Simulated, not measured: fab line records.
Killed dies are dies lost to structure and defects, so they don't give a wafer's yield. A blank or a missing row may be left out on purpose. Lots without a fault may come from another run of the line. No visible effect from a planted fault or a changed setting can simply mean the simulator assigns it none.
Which tool was responsible? || flow sky130 || 14 lots, 42 wafers sampled, at 4 steps of a route of 708

== WHAT EACH GAUGE READ, for each wafer ==
SKY_VIA3_THK_MEAS_23: measures by xrf. Usual: VIA3_W_THK gives 396 nm (standard deviation 5.6).
{"lot": "L119", "measured": "day 39 09:26", "on": "film_metro-01", "VIA3_W_THK (nm)": "395 391 398", "flag": ""}
{"lot": "L120", "measured": "day 39 15:53", "on": "film_metro-02", "VIA3_W_THK (nm)": "396 402 396", "flag": ""}
{"lot": "L121", "measured": "day 39 23:58", "on": "film_metro-04", "VIA3_W_THK (nm)": "389 384 392", "flag": ""}
{"lot": "L122", "measured": "day 40 06:41", "on": "film_metro-01", "VIA3_W_THK (nm)": "401 398 404", "flag": ""}
{"lot": "L124", "measured": "day 41 06:46", "on": "film_metro-01", "VIA3_W_THK (nm)": "398 400 395", "flag": ""}
{"lot": "L125", "measured": "day 42 07:08", "on": "film_metro-01", "VIA3_W_THK (nm)": "410 394 403", "flag": ""}
{"lot": "L127", "measured": "day 42 06:06", "on": "film_metro-02", "VIA3_W_THK (nm)": "397 402 396", "flag": ""}
{"lot": "L128", "measured": "day 42 12:04", "on": "film_metro-02", "VIA3_W_THK (nm)": "409 397 407", "flag": ""}
{"lot": "L137", "measured": "day 45 01:07", "on": "film_metro-04", "VIA3_W_THK (nm)": "396 400 399", "flag": ""}
{"lot": "L138", "measured": "day 45 05:07", "on": "film_metro-04", "VIA3_W_THK (nm)": "394 393 397", "flag": ""}
{"lot": "L139", "measured": "day 45 13:25", "on": "film_metro-04", "VIA3_W_THK (nm)": "403 395 402", "flag": ""}
{"lot": "L140", "measured": "day 45 18:34", "on": "film_metro-02", "VIA3_W_THK (nm)": "399 390 390", "flag": ""}
{"lot": "L141", "measured": "day 45 18:37", "on": "film_metro-04", "VIA3_W_THK (nm)": "388 388 395", "flag": ""}
{"lot": "L142", "measured": "day 45 20:56", "on": "film_metro-01", "VIA3_W_THK (nm)": "402 402 394", "flag": ""}

SKY_CAP2M_OVL_MEAS_12. Usual: CAP2M_OVL gives 0.4 nm (standard deviation 1.5).
{"lot": "L119", "measured": "day 40 10:32", "on": "overlay-01", "CAP2M_OVL (nm)": "1.7 3.7 3.4", "flag": ""}
{"lot": "L120", "measured": "day 40 16:23", "on": "overlay-02", "CAP2M_OVL (nm)": "0.1 2.7 2.3", "flag": ""}
{"lot": "L121", "measured": "day 41 01:03", "on": "overlay-02", "CAP2M_OVL (nm)": "-2.4 0.1 -0.3", "flag": ""}
{"lot": "L122", "measured": "day 41 07:44", "on": "overlay-02", "CAP2M_OVL (nm)": "0.7 -0.2 -1.6", "flag": ""}
{"lot": "L124", "measured": "day 42 06:41", "on": "overlay-01", "CAP2M_OVL (nm)": "2.9 -0.1 1.8", "flag": ""}
{"lot": "L125", "measured": "day 43 06:24", "on": "overlay-02", "CAP2M_OVL (nm)": "1.3 0.9 2.2", "flag": ""}
{"lot": "L127", "measured": "day 43 05:47", "on": "overlay-01", "CAP2M_OVL (nm)": "1.7 1.1 2.8", "flag": ""}
{"lot": "L128", "measured": "day 43 11:06", "on": "overlay-01", "CAP2M_OVL (nm)": "0.6 -1.1 0.1", "flag": ""}
{"lot": "L137", "measured": "day 45 22:14", "on": "overlay-01", "CAP2M_OVL (nm)": "-1.0 0.2 -1.4", "flag": ""}
{"lot": "L138", "measured": "day 46 02:53", "on": "overlay-02", "CAP2M_OVL (nm)": "1.5 3.3 2.9", "flag": ""}
{"lot": "L139", "measured": "day 46 11:20", "on": "overlay-01", "CAP2M_OVL (nm)": "-0.3 3.2 0.6", "flag": ""}
{"lot": "L140", "measured": "day 46 15:19", "on": "overlay-02", "CAP2M_OVL (nm)": "0.7 0.8 -1.4", "flag": ""}
{"lot": "L141", "measured": "day 46 15:38", "on": "overlay-02", "CAP2M_OVL (nm)": "-0.5 -2.6 -0.3", "flag": ""}
{"lot": "L142", "measured": "day 46 17:29", "on": "overlay-02", "CAP2M_OVL (nm)": "0.1 -0.5 0.2", "flag": ""}

== TOOL THAT RAN EACH LOT (tool first, then ch and the chambers of the sampled wafers, then the start) ==
{"lot": "L119", "SKY_METAL3_DESCUM_15": "rie_metal-03 ch 0, day 38 05:02", "SKY_METAL4_SPUTTER_04": "pvd_sputter-03, day 39 10:01"}
{"lot": "L120", "SKY_METAL3_DESCUM_15": "rie_metal-02 ch 0, day 38 12:35", "SKY_METAL4_SPUTTER_04": "pvd_sputter-01, day 39 16:22"}
{"lot": "L121", "SKY_METAL3_DESCUM_15": "rie_metal-02 ch 0,1, day 38 20:42", "SKY_METAL4_SPUTTER_04": "pvd_sputter-03, day 40 00:24"}
{"lot": "L122", "SKY_METAL3_DESCUM_15": "rie_metal-03 ch 0,1, day 39 03:18", "SKY_METAL4_SPUTTER_04": "pvd_sputter-03, day 40 07:07"}
{"lot": "L124", "SKY_METAL3_DESCUM_15": "rie_metal-04 ch 1, day 40 04:08", "SKY_METAL4_SPUTTER_04": "pvd_sputter-03, day 41 07:14"}
{"lot": "L125", "SKY_METAL3_DESCUM_15": "rie_metal-03 ch 0,1, day 41 03:28", "SKY_METAL4_SPUTTER_04": "pvd_sputter-02, day 42 07:35"}
{"lot": "L127", "SKY_METAL3_DESCUM_15": "rie_metal-04 ch 0,1, day 41 03:45", "SKY_METAL4_SPUTTER_04": "pvd_sputter-02, day 42 06:34"}
{"lot": "L128", "SKY_METAL3_DESCUM_15": "rie_metal-02 ch 0,1, day 41 09:27", "SKY_METAL4_SPUTTER_04": "pvd_sputter-03, day 42 12:32"}
{"lot": "L137", "SKY_METAL3_DESCUM_15": "rie_metal-04 ch 1, day 43 23:48", "SKY_METAL4_SPUTTER_04": "pvd_sputter-02, day 45 01:34"}
{"lot": "L138", "SKY_METAL3_DESCUM_15": "rie_metal-03 ch 0,1, day 44 04:35", "SKY_METAL4_SPUTTER_04": "pvd_sputter-03, day 45 05:34"}
{"lot": "L139", "SKY_METAL3_DESCUM_15": "rie_metal-02 ch 0,1, day 44 13:17", "SKY_METAL4_SPUTTER_04": "pvd_sputter-03, day 45 14:15"}
{"lot": "L140", "SKY_METAL3_DESCUM_15": "rie_metal-02 ch 0,1, day 44 18:06", "SKY_METAL4_SPUTTER_04": "pvd_sputter-01, day 45 19:02"}
{"lot": "L141", "SKY_METAL3_DESCUM_15": "rie_metal-03 ch 0,1, day 44 18:34", "SKY_METAL4_SPUTTER_04": "pvd_sputter-03, day 45 19:04"}
{"lot": "L142", "SKY_METAL3_DESCUM_15": "rie_metal-04 ch 0, day 44 21:17", "SKY_METAL4_SPUTTER_04": "pvd_sputter-03, day 45 21:24"}
- SKY_METAL3_DESCUM_15: chemistry O2, time 8 s.
- SKY_METAL4_SPUTTER_04: material TiN, target thk 70 nm, time 58.3 s.

== AS READ BY THE TOOLS THEMSELVES (means over the sampled wafers that have a number; for cases with no such wafer, the mark the record gives instead) ==
SKY_METAL3_DESCUM_15. Usual: drypump_motor_current_A 5.8 A, standard deviation 0.47; oes_product_au 1.001 a.u., standard deviation 0.0093.
{"lot": "L119", "tool": "rie_metal-03", "drypump_motor_current_A (A)": 5.9, "oes_product_au (a.u.)": 0.996, "flag": ""}
{"lot": "L120", "tool": "rie_metal-02", "drypump_motor_current_A (A)": 6.0, "oes_product_au (a.u.)": 0.998, "flag": ""}
{"lot": "L121", "tool": "rie_metal-02", "drypump_motor_current_A (A)": 6.1, "oes_product_au (a.u.)": 1.009, "flag": ""}
{"lot": "L122", "tool": "rie_metal-03", "drypump_motor_current_A (A)": 5.6, "oes_product_au (a.u.)": 0.999, "flag": ""}
{"lot": "L124", "tool": "rie_metal-04", "drypump_motor_current_A (A)": 4.9, "oes_product_au (a.u.)": 1.016, "flag": ""}
{"lot": "L125", "tool": "rie_metal-03", "drypump_motor_current_A (A)": 5.5, "oes_product_au (a.u.)": 0.998, "flag": ""}
{"lot": "L127", "tool": "rie_metal-04", "drypump_motor_current_A (A)": 5.5, "oes_product_au (a.u.)": 0.999, "flag": ""}
{"lot": "L128", "tool": "rie_metal-02", "drypump_motor_current_A (A)": 6.1, "oes_product_au (a.u.)": 1.006, "flag": ""}
{"lot": "L137", "tool": "rie_metal-04", "drypump_motor_current_A (A)": 4.9, "oes_product_au (a.u.)": 1.006, "flag": ""}
{"lot": "L138", "tool": "rie_metal-03", "drypump_motor_current_A (A)": 5.7, "oes_product_au (a.u.)": 1.003, "flag": ""}
{"lot": "L139", "tool": "rie_metal-02", "drypump_motor_current_A (A)": 6.1, "oes_product_au (a.u.)": 1.009, "flag": ""}
{"lot": "L140", "tool": "rie_metal-02", "drypump_motor_current_A (A)": 6.0, "oes_product_au (a.u.)": 0.998, "flag": ""}
{"lot": "L141", "tool": "rie_metal-03", "drypump_motor_current_A (A)": 5.7, "oes_product_au (a.u.)": 0.999, "flag": ""}
{"lot": "L142", "tool": "rie_metal-04", "drypump_motor_current_A (A)": 6.5, "oes_product_au (a.u.)": 0.998, "flag": ""}

SKY_METAL4_SPUTTER_04. Usual: cathode_dc_power_W 6500.1 W, standard deviation 1.2; chamber_pressure_pa 0.3999 Pa, standard deviation 0.00081; throttle_valve_pct 30.0 %, standard deviation 1.3.
{"lot": "L119", "tool": "pvd_sputter-03", "cathode_dc_power_W (W)": 6500.7, "chamber_pressure_pa (Pa)": 0.3992, "throttle_valve_pct (%)": 30.7, "flag": ""}
{"lot": "L120", "tool": "pvd_sputter-01", "cathode_dc_power_W (W)": 6500.1, "chamber_pressure_pa (Pa)": 0.4011, "throttle_valve_pct (%)": 30.3, "flag": ""}
{"lot": "L121", "tool": "pvd_sputter-03", "cathode_dc_power_W (W)": 6500.4, "chamber_pressure_pa (Pa)": 0.3998, "throttle_valve_pct (%)": 30.4, "flag": ""}
{"lot": "L122", "tool": "pvd_sputter-03", "cathode_dc_power_W (W)": 6500.2, "chamber_pressure_pa (Pa)": 0.4001, "throttle_valve_pct (%)": 29.7, "flag": ""}
{"lot": "L124", "tool": "pvd_sputter-03", "cathode_dc_power_W (W)": 6500.7, "chamber_pressure_pa (Pa)": 0.3994, "throttle_valve_pct (%)": 29.5, "flag": ""}
{"lot": "L125", "tool": "pvd_sputter-02", "cathode_dc_power_W (W)": 6499.6, "chamber_pressure_pa (Pa)": 0.4002, "throttle_valve_pct (%)": 29.1, "flag": ""}
{"lot": "L127", "tool": "pvd_sputter-02", "cathode_dc_power_W (W)": 6500.3, "chamber_pressure_pa (Pa)": 0.4002, "throttle_valve_pct (%)": 29.8, "flag": ""}
{"lot": "L128", "tool": "pvd_sputter-03", "cathode_dc_power_W (W)": 6499.8, "chamber_pressure_pa (Pa)": 0.3998, "throttle_valve_pct (%)": 29.5, "flag": ""}
{"lot": "L137", "tool": "pvd_sputter-02", "cathode_dc_power_W (W)": "-", "chamber_pressure_pa (Pa)": "-", "throttle_valve_pct (%)": "-", "flag": "OFF"}
{"lot": "L138", "tool": "pvd_sputter-03", "cathode_dc_power_W (W)": "-", "chamber_pressure_pa (Pa)": "-", "throttle_valve_pct (%)": "-", "flag": "OFF"}
{"lot": "L139", "tool": "pvd_sputter-03", "cathode_dc_power_W (W)": 6500.5, "chamber_pressure_pa (Pa)": 0.3995, "throttle_valve_pct (%)": 30.6, "flag": ""}
{"lot": "L140", "tool": "pvd_sputter-01", "cathode_dc_power_W (W)": 6498.5, "chamber_pressure_pa (Pa)": 0.4009, "throttle_valve_pct (%)": 31.3, "flag": ""}
{"lot": "L141", "tool": "pvd_sputter-03", "cathode_dc_power_W (W)": 6501.0, "chamber_pressure_pa (Pa)": 0.3994, "throttle_valve_pct (%)": 29.7, "flag": ""}
{"lot": "L142", "tool": "pvd_sputter-03", "cathode_dc_power_W (W)": 6499.6, "chamber_pressure_pa (Pa)": 0.3993, "throttle_valve_pct (%)": 29.3, "flag": ""}

== THE ANSWER, worked out from the rows above alone ==
Rule: lot off if the mean of its wafers having a number is beyond 3 standard deviations from the usual mean. A lot without any number at a reading at which 4 lots or more have one is off too. Any other lot the step has rows for is counted as sound. Order of review: gauges by route order, followed by the tools' own readings, for which a lot's mean as printed above is used. At the first step where some lot is off, the reading lying furthest off is the one used; lots without a number count as furthest.
Off: L137, L138 (SKY_METAL4_SPUTTER_04, cathode_dc_power_W). Without a number there: L137, L138.
If a tool, at that step or one of the process steps before it, ran each lot that is off and ran no sound lot following the first of them, it fits. No candidate that was tried fits.

== WHAT THE SIMULATOR PUT IN ==
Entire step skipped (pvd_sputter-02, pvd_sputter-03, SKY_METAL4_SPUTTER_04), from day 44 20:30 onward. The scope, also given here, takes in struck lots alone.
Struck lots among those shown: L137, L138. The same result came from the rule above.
